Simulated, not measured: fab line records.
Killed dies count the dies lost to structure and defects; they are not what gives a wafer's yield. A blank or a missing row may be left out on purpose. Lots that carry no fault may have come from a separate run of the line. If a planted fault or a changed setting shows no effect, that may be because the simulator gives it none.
Which tool is to blame? | flow sky130 | Sampling: 13 lots, 38 wafers, 6 of 708 route steps

WHAT THE GAUGES SHOWED, per wafer
SKY_FIELD_ISO_THK_MEAS_02. Usual: FIELD_ISO_OXIDATION_00_THK typically reads 12.02 nm, with standard deviation 0.25.
lot  | measured    | on            | FIELD_ISO_OXIDATION_00_THK (nm) | flag
L448 | day 1 12:05 | film metro-01 | 11.74 11.90 11.97               |
L449 | day 1 16:38 | film metro-04 | 12.06 11.91 11.94               |
L450 | day 1 21:39 | film metro-03 | 12.04 11.97 11.97               |
L451 | day 2 04:19 | film metro-04 | 11.93 11.95 11.83               |
L453 | day 2 13:30 | film metro-01 | 12.24 12.30 11.98               |
L454 | day 2 18:42 | film metro-03 | 11.98 11.96 11.94               |
L460 | day 4 03:31 | film metro-01 | 12.13 11.79                     |
L464 | day 4 22:15 | film metro-01 | 12.71 12.51 12.29               |
L466 | day 5 07:30 | film metro-04 | 12.16 12.24 12.08               |
L467 | day 5 10:38 | film metro-03 | 12.17 12.23 12.07               |
L468 | day 5 16:18 | film metro-01 | 12.18 12.48 12.06               |
L470 | day 6 02:28 | film metro-04 | 12.22 12.08 12.28               |
L471 | day 6 07:04 | film metro-03 | 11.79 11.96 11.72               |

SKY_NWELL_OVL_MEAS_10. Usual: NWELL_00_OVL typically reads 0.2 nm, with standard deviation 1.7.
lot  | measured     | on         | NWELL_00_OVL (nm) | flag
L448 | day 4 10:59  | overlay-02 | -0.4 1.5 0.9      |
L449 | day 4 16:28  | overlay-01 | 1.8 1.7 2.3       |
L450 | day 4 23:13  | overlay-01 | 0.2 2.0 1.4       |
L451 | day 5 05:19  | overlay-01 | -3.0 -2.1 -2.2    |
L453 | day 5 15:16  | overlay-02 | -1.0 -0.2 0.5     |
L454 | day 6 08:05  | overlay-01 | 1.3 1.1 2.1       |
L460 | day 7 15:52  | overlay-01 | -2.5 -            |
L464 | day 8 14:07  | overlay-02 | 1.2 - -           |
L466 | day 9 02:14  | overlay-02 | 1.2 1.5 0.6       |
L467 | day 9 02:44  | overlay-02 | 1.0 0.9 -0.5      |
L468 | day 9 11:38  | overlay-02 | -1.8 -0.3 -1.9    |
L470 | day 9 21:23  | overlay-01 | 0.2 -0.3 -1.2     |
L471 | day 10 00:50 | overlay-01 | -2.8 -1.0 0.5     |

SKY_NWELL_TW_MEAS_15. Usual: NWELL_TW typically reads 1833, with standard deviation 13.
lot  | measured     | on            | NWELL_TW       | flag
L448 | day 4 11:35  | film metro-03 | 1831 1831 1829 |
L449 | day 4 17:02  | film metro-02 | 1801 1800 1803 |
L450 | day 4 23:49  | film metro-02 | 1802 1811 1808 |
L451 | day 5 05:55  | film metro-04 | 1834 1840 1847 |
L453 | day 5 15:52  | film metro-04 | 1840 1838 1847 |
L454 | day 6 08:40  | film metro-02 | 1832 1830 1837 |
L460 | day 7 16:26  | film metro-03 | 1846 30        | OFF
L464 | day 8 14:42  | film metro-03 | 1839 30 30     | OFF
L466 | day 9 02:50  | film metro-03 | 1835 1830 1836 |
L467 | day 9 03:20  | film metro-03 | 1835 1843 1838 |
L468 | day 9 12:13  | film metro-04 | 1845 1839 1836 |
L470 | day 9 21:59  | film metro-04 | 1844 1844 1856 |
L471 | day 10 01:25 | film metro-04 | 1838 1846 1833 |

SKY_VT_ADJUST_LVTN_OVL_MEAS_18. Usual: VT_ADJUST_LVTN_01_OVL typically reads 1.3 nm, with standard deviation 1.2.
lot  | measured     | on         | VT_ADJUST_LVTN_01_OVL (nm) | flag
L448 | day 7 11:56  | overlay-01 | 1.7 3.0 0.1                |
L449 | day 7 18:25  | overlay-01 | 1.1 0.5 1.1                |
L450 | day 8 03:19  | overlay-01 | 2.5 2.2 1.9                |
L451 | day 8 09:04  | overlay-02 | 1.4 1.6 1.9                |
L453 | day 8 21:29  | overlay-02 | 2.7 2.5 1.4                |
L454 | day 9 16:58  | overlay-02 | 1.1 0.2 -0.7               |
L460 | day 11 05:22 | overlay-02 | 2.1 2.3                    |
L464 | day 12 08:12 | overlay-01 | 3.4 3.6 2.9                |
L466 | day 12 23:15 | overlay-02 | 0.7 1.6 0.8                |
L467 | day 13 00:15 | overlay-02 | 1.6 1.5 1.2                |
L468 | day 14 04:34 | overlay-02 | 0.8 0.3 1.2                |
L470 | day 14 06:08 | overlay-02 | 1.6 0.8 1.0                |
L471 | day 14 06:40 | overlay-02 | 0.6 1.2 0.4                |

SKY_VT_ADJUST_LVTN_TW_MEAS_21. Usual: VT_ADJUST_LVTN_2_TW typically reads 187.3, with standard deviation 2.4.
lot  | measured     | on            | VT_ADJUST_LVTN_2_TW | flag
L448 | day 7 12:13  | film metro-02 | 187.2 187.5 186.9   |
L449 | day 7 18:41  | film metro-03 | 190.2 190.6 191.5   |
L450 | day 8 03:37  | film metro-01 | 185.0 184.8 185.2   |
L451 | day 8 09:22  | film metro-01 | 184.3 184.6 183.6   |
L453 | day 8 21:47  | film metro-03 | 190.8 189.6 189.3   |
L454 | day 9 17:16  | film metro-03 | 188.6 190.0 189.6   |
L460 | day 11 05:40 | film metro-01 | 184.1 183.4         |
L464 | day 12 08:29 | film metro-03 | 188.8 189.7 190.6   |
L466 | day 12 23:32 | film metro-03 | 189.6 189.5 189.2   |
L467 | day 13 00:32 | film metro-03 | 188.1 187.7 188.6   |
L468 | day 14 04:56 | film metro-02 | 186.9 187.5 187.2   |
L470 | day 14 06:56 | film metro-02 | 188.0 187.2 188.4   |
L471 | day 14 07:26 | film metro-03 | 189.4 188.4 188.4   |

EACH LOT AND THE TOOL THAT RAN IT (in order: tool; ch and the chambers of the sampled wafers; start)
lot  | SKY_NWELL_DEVELOP_09
L448 | litho track-03 ch 0, day 4 10:00
L449 | litho track-04 ch 0, day 4 16:00
L450 | litho track-04 ch 0, day 4 23:00
L451 | litho track-01 ch 0, day 5 05:00
L453 | litho track-01 ch 0, day 5 15:00
L454 | litho track-03 ch 0, day 6 07:00
L460 | litho track-04 ch 0, day 7 15:00
L464 | litho track-04 ch 0, day 8 13:00
L466 | litho track-01 ch 0, day 9 02:00
L467 | litho track-03 ch 0, day 9 02:00
L468 | litho track-03 ch 0, day 9 11:00
L470 | litho track-01 ch 0, day 9 21:00
L471 | litho track-03 ch 0, day 10 00:00
- SKY_NWELL_DEVELOP_09: develop time 60 s.

AS READ BY THE TOOLS THEMSELVES (means over the sampled wafers that have a number; for cases with no such wafer, the mark the record gives instead)
SKY_NWELL_DEVELOP_09. Usual: chill plate temp C 23.02 C, standard deviation 0.11; exhaust pa 44.9 Pa, standard deviation 0.99.
lot  | tool           | chill plate temp C (C) | exhaust pa (Pa) | flag
L448 | litho track-03 | 23.13                  | 45.4            |
L449 | litho track-04 | 23.07                  | 46.2            |
L450 | litho track-04 | 23.06                  | 44.6            |
L451 | litho track-01 | 23.05                  | 45.1            |
L453 | litho track-01 | 22.99                  | 44.3            |
L454 | litho track-03 | 23.04                  | 44.7            |
L460 | litho track-04 | 23.01                  | 44.5            |
L464 | litho track-04 | 22.87                  | 44.4            |
L466 | litho track-01 | 22.99                  | 44.1            |
L467 | litho track-03 | 23.20                  | 44.0            |
L468 | litho track-03 | 23.17                  | 45.6            |
L470 | litho track-01 | 23.15                  | 44.3            |
L471 | litho track-03 | 22.93                  | 46.5            |

THE ANSWER, worked out from the rows above alone
Rule: lot off if the mean of its wafers having a number is beyond 3 standard deviations from the usual mean. A lot without any number at a reading at which 4 lots or more have one is off too. All remaining lots with rows at the step are treated as sound. Order of review: gauges by route order, followed by the tools' own readings, for which a lot's mean as printed above is used. The first step at which some lot is off is used, and at that step the reading that is off furthest; a lot without a number counts as furthest.
Off: L460, L464, at SKY_NWELL_TW_MEAS_15 (NWELL_TW).
If a tool, at a process step before that reading, ran all the lots that are off and no sound lot after the first of them, it fits. Gauges at SKY_NWELL_TW_MEAS_15: tried the same way as those tools. One fits: litho track-04 at SKY_NWELL_DEVELOP_09. Its last sound lot is L450 (day 4 23:00), its first lot that is off L460 (day 7 15:00): a fault that began between those two fits.

WHAT THE SIMULATOR HAD INSERTED
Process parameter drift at SKY_NWELL_DEVELOP_09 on litho track-04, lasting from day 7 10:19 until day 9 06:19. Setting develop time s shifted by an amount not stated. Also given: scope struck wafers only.
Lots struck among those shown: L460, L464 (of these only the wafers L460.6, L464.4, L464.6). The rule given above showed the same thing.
